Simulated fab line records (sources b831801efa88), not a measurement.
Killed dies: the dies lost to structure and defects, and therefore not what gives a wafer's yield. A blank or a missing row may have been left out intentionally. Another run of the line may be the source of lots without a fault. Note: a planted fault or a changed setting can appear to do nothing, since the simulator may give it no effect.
fab line records    flow sky130
record lots=7  wafers=21  lastDay=50
route steps=708 shown CONTACT@411 PAD_OPEN@708
lots with no fault: from the same line, run without faults
startH: hours from the record's first day to the start of the lot's first wafer shown    waitH: time in hours since the lot's previous step    " repeats the value in the row above    L1.1+2: a row that stands for several wafers    - no value, or no start was given    * or withheld: withheld    < > ~ a bound
route shown NAME@n: NAME is a module with steps in the file, n the number in the route of the first one    usual: average and standard deviation across the fault-free wafers    same: alike in all rows    chamber/n: place in a boat    sites: readings site by site    _std_site: how widely they spread, as a standard deviation    _edge_site: the outer-site mean with the inner-site mean subtracted    radiusMm: how far each site lies from the wafer's centre    mask NAME#n: copy n    behind: tool/chamber where the wafer was last shaped    hold: why the lot went on hold/how many hours it stayed there/how the hold came to an end    device: transistor that didn't switch, given as n, p or np    end of line: the same wafers' tests at the end of the route    where a step has no rows: the recipe by itself    killed: the dies lost at the first sort to structure and to defects; this is not the yield of the wafer    map: a wafer's dies, marking killed ones x, the rest . and places with no die _
set.NAME: the setting the step ran with; set.NAME@STEP: the setting that earlier step ran with    model.NAME: the simulator's own value behind a step, which no gauge read
lots at selected steps of the route; one table per step, one row per wafer
services: when a tool's chamber went out of use (startH, in hours from the record's first day, below 0 if earlier), for how many hours, and the reason
## steps
# step SKY_CONTACT_BOW_MEAS_05
# recipe mode=bow
# usual CONTACT_BOW=81/6.7
lot.wafer  tool          chamber  startH  waitH  CONTACT_BOW[um]
L830.2     filmMetro-02  -        728.08  0.3    85
L830.3     "             -        "       "      75
L830.4     "             -        "       "      87
L831.2     filmMetro-02  -        736.46  0.2    84
L831.4     "             -        "       "      82
L831.5     "             -        "       "      84
L832.1     filmMetro-02  -        737.94  0.1    90
L832.2     "             -        "       "      89
L832.5     "             -        "       "      83
L833.2     filmMetro-01  -        751.63  0.2    83
L833.5     "             -        "       "      76
L833.6     "             -        "       "      73
L836.1     filmMetro-01  -        785.26  0.1    87
L836.2     "             -        "       "      82
L836.3     "             -        "       "      88
L847.2     filmMetro-04  -        856.60  0.2    88
L847.3     "             -        "       "      93
L847.5     "             -        "       "      85
L848.1     filmMetro-02  -        866.59  0.1    77
L848.4     "             -        "       "      94
L848.5     "             -        "       "      72
# step SKY_CONTACT_DEHYDRATE_06
# recipe tempC=200  timeS=60
# step SKY_CONTACT_HMDS_07
# recipe primeTimeS=60  primeTempC=120
# step SKY_CONTACT_COAT_08
# recipe resist=BARC  tempC=withheld  timeS=withheld  spinRpm=3000  resistThkNm=60
# step SKY_CONTACT_COAT_09
# recipe resist=KrF-thick  spinRpm=3000  resistThkNm=450
# step SKY_CONTACT_SOFTBAKE_10
# recipe tempC=100  timeS=90  resist=KrF-thick
# step SKY_CONTACT_EXPOSE_11
# recipe maskId=CTM1  na=0.8  sourceShape=annular  sigmaInner=0.55  sigmaOuter=0.85  targetCdNm=170  doseMj=38
# step SKY_CONTACT_PEB_12
# recipe pebTempC=withheld  pebTimeS=withheld  resist=KrF-thick
# step SKY_CONTACT_DEVELOP_13
# recipe developTimeS=60  resist=KrF-thick  devTempC=21
# step SKY_CONTACT_CD_MEAS_14
# recipe targetCdNm=170
# usual cdNm=171.1/1.3
lot.wafer  tool      chamber  startH  waitH  cdNm
L830.2     cdSem-02  -        755.06  -      169.7
L830.3     "         -        "       "      168.2
L830.4     "         -        "       "      171.2
L831.2     cdSem-02  -        763.24  -      169.4
L831.4     "         -        "       "      172.3
L831.5     "         -        "       "      169.7
L832.1     cdSem-02  -        764.99  -      171.8
L832.2     "         -        "       "      171.5
L832.5     "         -        "       "      170.6
L833.2     cdSem-02  -        778.19  -      172.5
L833.5     "         -        "       "      171.7
L833.6     "         -        "       "      172.7
L836.1     cdSem-02  -        811.89  -      173.2
L836.2     "         -        "       "      171.3
L836.3     "         -        "       "      172.2
L847.2     cdSem-02  -        882.54  -      171.1
L847.3     "         -        "       "      171.7
L847.5     "         -        "       "      170.7
L848.1     cdSem-01  -        892.47  -      170.6
L848.4     "         -        "       "      170.4
L848.5     "         -        "       "      168.8
# step SKY_CONTACT_OVL_MEAS_15
# usual CONTACT_OVL=-1/5.7
lot.wafer  tool        chamber  startH  waitH  CONTACT_OVL[nm]
L830.2     overlay-01  -        755.17  0.1    -4
L830.3     "           -        "       "      -1
L830.4     "           -        "       "      -4
L831.2     overlay-01  -        763.35  0.1    7
L831.4     "           -        "       "      10
L831.5     "           -        "       "      1
L832.1     overlay-01  -        765.11  0.1    8
L832.2     "           -        "       "      -1
L832.5     "           -        "       "      11
L833.2     overlay-02  -        778.30  0.1    -10
L833.5     "           -        "       "      -2
L833.6     "           -        "       "      -9
L836.1     overlay-02  -        812.01  0.1    0
L836.2     "           -        "       "      -2
L836.3     "           -        "       "      -12
L847.2     overlay-01  -        882.65  0.1    2
L847.3     "           -        "       "      3
L847.5     "           -        "       "      6
L848.1     overlay-02  -        892.59  0.1    8
L848.4     "           -        "       "      3
L848.5     "           -        "       "      11
# step SKY_CONTACT_ETCH_16
# recipe chemistry=N2/H2  target=BARC  ionEnergyEv=200  sourceW=500  biasW=100  pressureMtorr=30  n2FlowSccm=100  h2FlowSccm=200  stopOn=SiO2  timeS=45.9  targetDepthA=600
# usual biasW=100.01/0.28  chamberPressureMTorr=30.000/0.029  drypumpMotorCurrentA=5.9/0.46  oesProductAu=0.856/0.0047  throttleValvePct=13.225/0.0099
lot.wafer  tool        chamber  startH  waitH  biasW   chamberPressureMTorr  drypumpMotorCurrentA  oesProductAu  rfHoursCounterH  throttleValvePct
L830.2     rieDiel-03  2        755.20  0.0    100.09  29.973                5.4                   0.861         6                13.234
L830.3     "           3        "       "      99.84   29.966                6.2                   0.855         14               13.221
L830.4     "           1        "       "      100.16  30.033                5.1                   0.869         43               13.230
L831.2     rieDiel-03  2        763.38  0.0    99.54   29.993                5.4                   0.863         6                13.210
L831.4     "           3        "       "      100.25  30.004                6.2                   0.849         -                13.231
L831.5     "           2        "       "      99.47   29.975                5.4                   0.855         -                13.231
L832.1     rieDiel-03  2        765.15  0.0    99.89   29.983                5.4                   0.860         6                13.222
L832.2     "           3        "       "      100.25  30.042                6.2                   0.858         14               13.231
L832.5     "           2        "       "      99.97   30.003                5.4                   0.857         -                13.219
L833.2     rieDiel-03  3        778.33  0.0    99.69   30.021                6.2                   0.865         14               13.225
L833.5     "           2        "       "      100.42  29.997                5.4                   0.846         -                13.212
L833.6     "           3        "       "      99.67   29.973                6.2                   0.861         -                13.225
L836.1     rieDiel-01  0        812.04  0.0    99.57   30.031                6.5                   0.857         5                13.227
L836.2     "           1        "       "      100.27  29.975                5.6                   0.855         3                13.224
L836.3     "           2        "       "      100.16  29.998                6.2                   0.859         8                13.204
L847.2     rieDiel-03  3        882.68  0.0    100.11  29.996                6.2                   0.853         18               13.236
L847.3     "           1        "       "      100.27  29.981                5.1                   0.859         4                13.219
L847.5     "           0        "       "      100.51  29.970                6.2                   0.848         -                13.246
L848.1     rieDiel-04  1        892.63  0.0    100.02  30.018                5.9                   0.849         2                13.220
L848.4     "           1        "       "      99.95   29.990                5.9                   0.852         -                13.233
L848.5     "           0        "       "      99.65   30.046                6.5                   0.851         -                13.211
# step SKY_CONTACT_ETCH_17
# recipe target=SiO2  chemistry=C4F8/O2/Ar  stopOn=Si3N4  maskMaterial=KrF-thick  sourceW=1500  biasW=1200  pressureMtorr=40  c4f8FlowSccm=withheld  O2_flow_sccm=6  Ar_flow_sccm=300  timeS=withheld  targetDepthA=3400
# usual biasW=1200/3.6  chamberPressureMTorr=40.00/0.032  oesProductAu=0.891/0.0049
lot.wafer  tool        chamber  startH  waitH  biasW  chamberPressureMTorr  oesProductAu  model.KrF-thick_of_CONTACT_COAT_09.thkNm
L830.2     rieDiel-03  2        755.24  0.0    1197   40.02                 0.895         326.6
L830.3     "           3        "       "      1200   40.01                 0.886         325.9
L830.4     "           1        "       "      1206   40.04                 0.898         323.6
L831.2     rieDiel-03  2        763.42  0.0    -      -                     -             390
L831.4     "           3        "       "      -      -                     -             390.8
L831.5     "           2        "       "      -      -                     -             389.3
L832.1     rieDiel-03  2        765.19  0.0    -      -                     -             391.7
L832.2     "           3        "       "      -      -                     -             391.6
L832.5     "           2        "       "      -      -                     -             394
L833.2     rieDiel-03  3        778.37  0.0    -      -                     -             391.8
L833.5     "           2        "       "      -      -                     -             394
L833.6     "           3        "       "      -      -                     -             393.8
L836.1     rieDiel-01  0        812.09  0.0    1205   39.99                 0.890         329.1
L836.2     "           1        "       "      1191   40.05                 0.888         326.9
L836.3     "           2        "       "      1209   40.00                 0.884         328.4
L847.2     rieDiel-03  3        882.72  0.0    1204   39.98                 0.892         323.7
L847.3     "           1        "       "      1210   40.02                 0.888         324.9
L847.5     "           0        "       "      1200   39.99                 0.891         322.6
L848.1     rieDiel-04  1        892.67  0.0    1202   39.99                 0.892         326.5
L848.4     "           1        "       "      1198   40.03                 0.890         325.5
L848.5     "           0        "       "      1198   40.04                 0.899         329.7
# step SKY_CONTACT_ETCH_18
# recipe target=Si3N4  chemistry=CHF3/O2  stopOn=TiN  sourceW=600  biasW=200  pressureMtorr=40  chf3FlowSccm=50  O2_flow_sccm=5  timeS=39  targetDepthA=750
# usual O2_flow_sccm=5.001/0.015  biasW=200.1/0.57  drypumpMotorCurrentA=5.9/0.46  oesProductAu=0.855/0.008  throttleValvePct=8.794/0.0087
lot.wafer  tool        chamber  startH  waitH  O2_flow_sccm  biasW  drypumpMotorCurrentA  oesProductAu  rfHoursCounterH  throttleValvePct  model.KrF-thick_of_CONTACT_COAT_09.thkNm
L830.2     rieDiel-03  2        -       -      4.992         200.6  5.4                   0.862         6                8.800             240.6
L830.3     "           3        "       "      4.996         199.1  6.2                   0.861         14               8.777             240.3
L830.4     "           1        "       "      4.997         200.2  5.0                   0.855         43               8.785             236.5
L831.2     rieDiel-03  2        -       -      5.005         200.6  5.4                   0.378         6                8.694             303.5
L831.4     "           3        "       "      5.029         200.6  6.2                   0.370         -                8.677             305.2
L831.5     "           2        "       "      5.013         200.1  5.4                   0.383         -                8.673             303
L832.1     rieDiel-03  2        -       -      4.984         200.5  5.4                   0.377         6                8.676             306.1
L832.2     "           3        "       "      5.004         200.1  6.2                   0.374         14               8.685             306.6
L832.5     "           2        "       "      4.981         200.5  5.4                   0.374         -                8.674             307.5
L833.2     rieDiel-03  3        -       -      5.001         200.8  6.2                   0.373         14               8.671             305.9
L833.5     "           2        "       "      5.012         200.6  5.4                   0.369         -                8.676             307.5
L833.6     "           3        "       "      5.021         200.3  6.2                   0.376         -                8.670             307.6
L836.1     rieDiel-01  0        -       -      5.004         200.7  6.5                   0.848         5                8.783             245
L836.2     "           1        "       "      5.006         199.4  5.6                   0.853         3                8.799             242.9
L836.3     "           2        "       "      5.020         198.8  6.3                   0.860         8                8.807             244.4
L847.2     rieDiel-03  3        -       -      5.018         200.7  6.2                   0.863         18               8.790             237.1
L847.3     "           1        "       "      5.014         200.1  5.0                   0.863         4                8.811             239.3
L847.5     "           0        "       "      4.994         200.3  6.2                   0.859         -                8.802             235
L848.1     rieDiel-04  1        -       -      5.009         200.2  5.9                   0.833         2                8.796             239.6
L848.4     "           1        "       "      5.015         200.3  5.9                   0.855         -                8.787             238.7
L848.5     "           0        "       "      5.020         200.0  6.5                   0.855         -                8.788             246.3
# step SKY_CONTACT_STRIP_19
# recipe chemistry=O2/N2  powerW=1400  pressureMtorr=1500  platenTempC=withheld  o2FlowSccm=3000  n2FlowSccm=300  overashFraction=0.5
# usual drypumpMotorCurrentA=5.7/0.34  oesProductAu=0.381/0.0046  stripTimeToEndpointS=3.61/0.039
lot.wafer  tool            chamber  startH  waitH  drypumpMotorCurrentA  oesProductAu  rfHoursCounterH  stripTimeToEndpointS
L830.2     plasmaAsher-03  0        755.33  -      5.5                   0.385         89               3.60
L830.3     "               0        "       "      5.5                   0.384         -                3.59
L830.4     "               1        "       "      6.4                   0.375         -                3.55
L831.2     plasmaAsher-04  1        763.51  -      5.5                   0.404         66               4.26
L831.4     "               1        "       "      5.5                   0.414         -                4.29
L831.5     "               1        "       "      5.5                   0.408         -                4.25
L832.1     plasmaAsher-01  1        765.28  -      5.3                   0.415         2                4.29
L832.2     "               0        "       "      5.9                   0.403         2                4.30
L832.5     "               0        "       "      5.9                   0.409         -                4.31
L833.2     plasmaAsher-01  1        778.46  -      5.4                   0.409         3                4.27
L833.5     "               1        "       "      5.4                   0.409         -                4.30
L833.6     "               0        "       "      5.9                   0.403         -                4.28
L836.1     plasmaAsher-04  1        812.18  -      5.5                   0.381         71               3.65
L836.2     "               0        "       "      5.6                   0.378         71               3.62
L836.3     "               1        "       "      5.5                   0.378         -                3.63
L847.2     plasmaAsher-03  0        882.81  -      5.5                   0.375         102              3.55
L847.3     "               0        "       "      5.5                   0.378         -                3.59
L847.5     "               1        "       "      6.4                   0.381         -                3.51
L848.1     plasmaAsher-01  1        892.76  -      5.4                   0.389         15               3.58
L848.4     "               1        "       "      5.3                   0.380         -                3.58
L848.5     "               0        "       "      5.9                   0.377         -                3.65
# step SKY_CONTACT_STRIP_20
# recipe chemistry=postEtchResidueRemover  timeS=1200  tempC=72.5
# step SKY_PAD_OPEN_PROBE_99
# usual killed_at_M0_to_M3=44/7.8  killed_at_M4_up=3.1/1.7  killedAtContacts=25/5.1  killedAtFrontEnd=15/4.4  killedAtOther=0.5/0.68  killedDies=88/9.9  killedOnRim=17/3.9  killedOpen=48/6.9  killedShort=39/6.5
# same grossDies=492  killedAtBackSide=0
lot.wafer  tool       chamber  startH   waitH  killed_at_M0_to_M3  killed_at_M4_up  killedAtContacts  killedAtFrontEnd  killedAtOther  killedDies  killedOnRim  killedOpen  killedShort
L831.2     prober-02  -        1094.41  0.1    45                  1                435               10                1              492         96           47          35
L831.4     prober-02  -        1094.51  0.2    44                  2                430               16                0              492         96           48          36
L831.5     prober-02  -        1094.56  0.2    53                  2                416               19                2              492         96           61          38
L832.1     prober-01  -        1102.03  0.1    49                  3                417               23                0              492         96           56          42
L832.2     prober-01  -        1102.08  0.1    42                  4                424               22                0              492         96           53          44
L832.5     prober-01  -        1102.23  0.2    40                  1                431               20                0              492         96           46          35
L833.2     prober-02  -        1109.02  0.1    30                  2                446               12                2              492         96           46          28
L833.5     prober-02  -        1109.17  0.2    42                  2                432               15                1              492         96           53          39
L833.6     prober-02  -        1109.22  0.2    34                  3                444               11                0              492         96           42          39
L836.1     prober-01  -        1132.59  0.1    46                  3                26                21                1              97          21           49          47
L836.2     prober-01  -        1132.64  0.1    36                  5                28                13                0              82          23           51          31
L836.3     prober-01  -        1132.69  0.2    49                  3                22                19                0              93          21           53          40
L847.2     prober-01  -        1181.85  0.1    46                  4                21                21                0              92          21           52          40
L847.3     prober-01  -        1181.90  0.2    37                  2                25                12                2              78          16           48          28
L847.5     prober-01  -        1182.00  0.2    53                  3                19                13                1              89          23           54          34
# killed by level:class
L831.2 CONTACT:areaEtch=410 VIA1:geometricParticle:open=12 CONTACT:geometricParticle:open=11 LI_CONTACT:geometricParticle:open=7 VIA3:geometricParticle:open=6 METAL3:geometricParticle:short=6 POLY_GATE:geometricParticle:open=4 VIA2:geometricParticle:open=4
L831.4 CONTACT:areaEtch=408 VIA1:geometricParticle:open=9 CONTACT:geometricParticle:open=8 VIA2:geometricParticle:open=8 VIA3:geometricParticle:open=8 METAL2:geometricParticle:short=6 FIELD_ISO:geometricParticle:short=5 LI_CONTACT:geometricParticle:open=5
L831.5 CONTACT:areaEtch=393 VIA1:geometricParticle:open=16 CONTACT:geometricParticle:open=9 VIA2:geometricParticle:open=9 VIA3:geometricParticle:open=6 FIELD_ISO:geometricParticle:open=5 LOCAL_INTERCONNECT:geometricParticle:short=5 VIA2:geometricParticle:short=5
L832.1 CONTACT:areaEtch=394 VIA2:geometricParticle:open=10 VIA1:geometricParticle:open=9 CONTACT:geometricParticle:open=9 SPACER:geometricParticle:open=6 METAL1:geometricParticle:short=6 FIELD_ISO:geometricParticle:open=5 LOCAL_INTERCONNECT:geometricParticle:short=5
L832.2 CONTACT:areaEtch=395 CONTACT:geometricParticle:short=10 CONTACT:geometricParticle:open=9 VIA1:geometricParticle:open=8 POLY_GATE:geometricParticle:open=6 VIA3:geometricParticle:open=6 VIA1:geometricParticle:short=6 FIELD_ISO:geometricParticle:open=5
L832.5 CONTACT:areaEtch=411 FIELD_ISO:geometricParticle:open=10 CONTACT:geometricParticle:open=7 METAL2:geometricParticle:short=7 LI_CONTACT:geometricParticle:open=6 VIA1:geometricParticle:open=6 METAL1:geometricParticle:short=5 VIA2:geometricParticle:open=5
L833.2 CONTACT:areaEtch=417 CONTACT:geometricParticle:open=13 LI_CONTACT:geometricParticle:open=8 VIA2:geometricParticle:open=6 FIELD_ISO:geometricParticle:open=5 CONTACT:geometricParticle:short=5 VIA1:geometricParticle:open=5 VIA3:geometricParticle:open=4
L833.5 CONTACT:areaEtch=400 CONTACT:geometricParticle:open=15 CONTACT:geometricParticle:short=10 VIA1:geometricParticle:open=10 VIA3:geometricParticle:open=8 VIA2:geometricParticle:open=7 LI_CONTACT:geometricParticle:open=6 FIELD_ISO:geometricParticle:short=5
L833.6 CONTACT:areaEtch=411 CONTACT:geometricParticle:open=17 LI_CONTACT:geometricParticle:open=6 CONTACT:geometricParticle:short=6 VIA3:geometricParticle:short=6 METAL1:geometricParticle:short=5 VIA1:geometricParticle:open=5 VIA2:geometricParticle:open=5
L836.1 FIELD_ISO:geometricParticle:short=8 METAL1:geometricParticle:short=8 CONTACT:geometricParticle:open=7 LI_CONTACT:geometricParticle:open=7 VIA1:geometricParticle:open=7 VIA2:geometricParticle:open=7 CONTACT:geometricParticle:short=6 VIA3:geometricParticle:open=6
L836.2 CONTACT:geometricParticle:open=10 VIA2:geometricParticle:open=9 LI_CONTACT:geometricParticle:open=8 VIA3:geometricParticle:open=7 VIA1:geometricParticle:open=7 CONTACT:geometricParticle:short=6 FIELD_ISO:geometricParticle:open=4 SPACER:geometricParticle:short=4
L836.3 VIA2:geometricParticle:open=15 VIA1:geometricParticle:open=11 FIELD_ISO:geometricParticle:short=8 LI_CONTACT:geometricParticle:open=6 CONTACT:geometricParticle:open=6 VIA2:geometricParticle:short=6 VIA3:geometricParticle:open=5 LI_CONTACT:geometricParticle:short=4
L847.2 VIA1:geometricParticle:open=8 LI_CONTACT:geometricParticle:open=7 VIA3:geometricParticle:open=7 VIA2:geometricParticle:open=6 FIELD_ISO:geometricParticle:short=5 POLY_GATE:geometricParticle:open=5 POLY_CUT:geometricParticle:short=4 METAL2:geometricParticle:open=4
L847.3 VIA1:geometricParticle:open=9 LI_CONTACT:geometricParticle:open=8 CONTACT:geometricParticle:open=8 VIA2:geometricParticle:open=6 CONTACT:geometricParticle:short=6 VIA1:geometricParticle:short=6 VIA3:geometricParticle:open=6 FIELD_ISO:geometricParticle:open=4
L847.5 VIA2:geometricParticle:open=12 VIA3:geometricParticle:open=10 CONTACT:geometricParticle:open=10 VIA1:geometricParticle:open=9 METAL1:geometricParticle:short=8 POLY_GATE:geometricParticle:open=6 LI_CONTACT:geometricParticle:open=4 METAL2:geometricParticle:short=4
# map L831.2 (x killed, . not)
__________xxxxxxxxxx_________
________xxxxxxxxxxxxxx_______
______xxxxxxxxxxxxxxxxxx_____
_____xxxxxxxxxxxxxxxxxxxx____
____xxxxxxxxxxxxxxxxxxxxxx___
___xxxxxxxxxxxxxxxxxxxxxxxx__
__xxxxxxxxxxxxxxxxxxxxxxxxxx_
_xxxxxxxxxxxxxxxxxxxxxxxxxxxx
_xxxxxxxxxxxxxxxxxxxxxxxxxxxx
_xxxxxxxxxxxxxxxxxxxxxxxxxxxx
_xxxxxxxxxxxxxxxxxxxxxxxxxxxx
_xxxxxxxxxxxxxxxxxxxxxxxxxxxx
_xxxxxxxxxxxxxxxxxxxxxxxxxxxx
_xxxxxxxxxxxxxxxxxxxxxxxxxxxx
_xxxxxxxxxxxxxxxxxxxxxxxxxxxx
__xxxxxxxxxxxxxxxxxxxxxxxxxx_
___xxxxxxxxxxxxxxxxxxxxxxxx__
____xxxxxxxxxxxxxxxxxxxxxx___
_____xxxxxxxxxxxxxxxxxxxx____
______xxxxxxxxxxxxxxxxxx_____
________xxxxxxxxxxxxxx_______
__________xxxxxxxxxx_________
# map L832.1 (x killed, . not)
__________xxxxxxxxxx_________
________xxxxxxxxxxxxxx_______
______xxxxxxxxxxxxxxxxxx_____
_____xxxxxxxxxxxxxxxxxxxx____
____xxxxxxxxxxxxxxxxxxxxxx___
___xxxxxxxxxxxxxxxxxxxxxxxx__
__xxxxxxxxxxxxxxxxxxxxxxxxxx_
_xxxxxxxxxxxxxxxxxxxxxxxxxxxx
_xxxxxxxxxxxxxxxxxxxxxxxxxxxx
_xxxxxxxxxxxxxxxxxxxxxxxxxxxx
_xxxxxxxxxxxxxxxxxxxxxxxxxxxx
_xxxxxxxxxxxxxxxxxxxxxxxxxxxx
_xxxxxxxxxxxxxxxxxxxxxxxxxxxx
_xxxxxxxxxxxxxxxxxxxxxxxxxxxx
_xxxxxxxxxxxxxxxxxxxxxxxxxxxx
__xxxxxxxxxxxxxxxxxxxxxxxxxx_
___xxxxxxxxxxxxxxxxxxxxxxxx__
____xxxxxxxxxxxxxxxxxxxxxx___
_____xxxxxxxxxxxxxxxxxxxx____
______xxxxxxxxxxxxxxxxxx_____
________xxxxxxxxxxxxxx_______
__________xxxxxxxxxx_________
## services
tool            chamber  startH  hours  kind
plasmaAsher-01  -        733.75  9.0    pm
plasmaAsher-01  0        733.75  9.0    ventCycle
plasmaAsher-01  1        733.75  9.0    ventCycle
rieDiel-01      3        737.85  19.6   repair
plasmaAsher-01  0        742.75  -      clean
plasmaAsher-01  1        742.75  -      clean
rieDiel-01      1        743.27  9.7    repair
rieDiel-03      1        756.32  -      clean
rieDiel-03      1        756.32  12.0   scheduledDown
rieDiel-03      1        756.32  12.0   ventCycle
rieDiel-04      2        761.13  19.9   repair
rieDiel-01      2        763.40  16.6   repair
rieDiel-01      -        768.84  28.1   pm
rieDiel-01      -        796.94  2.8    pm
plasmaAsher-04  -        807.46  2.8    repair
rieDiel-03      0        813.37  3.4    repair
rieDiel-04      1        820.26  -      clean
rieDiel-04      1        820.26  16.6   scheduledDown
rieDiel-04      1        820.26  16.6   ventCycle
rieDiel-01      -        829.99  0.7    repair
rieDiel-03      2        830.24  2.5    repair
plasmaAsher-03  -        851.58  0.6    repair
rieDiel-04      3        876.78  16.6   repair
## key
firstSign step=SKY_CONTACT_ETCH_17  reading=toolRecord  direction=missing
effect step=SKY_CONTACT_ETCH_18  reading=oesProductAu  direction=down  sigmas=60  usual=0.855  struck=0.375
effect step=SKY_CONTACT_STRIP_19  reading=stripTimeToEndpointS  direction=up  sigmas=17  usual=*  struck=*
effect step=SKY_PAD_OPEN_PROBE_99  reading=killedAtContacts  direction=up  sigmas=79  usual=25  struck=431
modelEffect step=SKY_CONTACT_ETCH_17  value=KrF-thick_of_CONTACT_COAT_09.thkNm  without=326.2  struck=391.9
modelEffect step=SKY_CONTACT_ETCH_18  value=KrF-thick_of_CONTACT_COAT_09.thkNm  without=240.2  struck=305.9
moreKillsBornAt SKY_CONTACT_ETCH_17@rieDiel-03=3639
metAt SKY_CONTACT_ETCH_17
struckWafers L831.2,L831.4,L831.5,L832.1,L832.2,L832.5,L833.2,L833.5,L833.6
laterRowsLeftOut L831.2,L831.4,L831.5,L832.1,L832.2,L832.5,L833.2,L833.5,L833.6
testerLeftOut L831,L832,L833
onsetBetween 755.24 763.42
fault kind=skippedStepWhole  tool=rieDiel-03  chamber=-  onsetH=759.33  steps=SKY_CONTACT_ETCH_17  scope=struckLotsOnly
# testerLeftOut: of these lots the tester's yield and bins aren't shown, on N5 and GAA mostly nor the transistor test; their killed dies are dies lost to structure and defects alone, not to doping, threshold or leakage, so they don't give the yield
# laterRowsLeftOut: the simulator's readings of these wafers behind a module that went badly wrong aren't trusted and aren't shown, but for the sort
